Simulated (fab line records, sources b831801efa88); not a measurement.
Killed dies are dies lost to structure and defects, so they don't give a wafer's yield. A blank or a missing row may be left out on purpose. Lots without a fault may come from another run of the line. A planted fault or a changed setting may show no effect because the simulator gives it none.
Chamber matching | flow sky130 | SKY_VIA4_CMP_21 on cmp-01: 4 sister chambers
The step polishes, stops on SiO2, t overpolish 25 s, target thk 0 nm. 4 wafers are shown with their chamber, then 7 later ones without.

WAFERS WITH THEIR CHAMBER
wafer  | chamber | motor_current_A (A)
L185.5 | 3       | 10.2
L185.6 | 0       | 9.2
L186.2 | 1       | 10.6
L186.5 | 2       | 9.8

WAFERS WITHOUT THEIR CHAMBER
wafer  | motor_current_A (A)
L186.6 | 10.1
L194.1 | 10.7
L194.3 | 10.5
L194.6 | 10.0
L198.1 | 10.3
L198.3 | 10.6
L198.6 | 10.9

WHICH CHAMBER EACH WENT THROUGH
wafer  | from the rows above     | in truth
L186.6 | can't be placed: 3 or 2 | 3
L194.1 | 1                       | 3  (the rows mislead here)
L194.3 | can't be placed: 1 or 3 | 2
L194.6 | can't be placed: 2 or 3 | 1
L198.1 | can't be placed: 3 or 1 | 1
L198.3 | 1                       | 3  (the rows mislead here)
L198.6 | 1                       | 1
Placed correctly: 1 of 7. Can't be placed from these rows: 4 (the true chamber is among the candidates in 2). Placed wrongly: 2.
How it was worked out, from the rows above alone: a wafer's distance from a chamber is the root of the sum, over the readings, of the square of ((its reading less the chamber's mean) divided by the reading's scatter). The wafer belongs to the nearest chamber; if the next one is less than 2 further off, it can't be placed. A chamber's mean is the mean of its shown wafers. The scatter: with one shown wafer a chamber, the root of the mean of the squares of how far each hidden wafer lies from its nearest shown one.
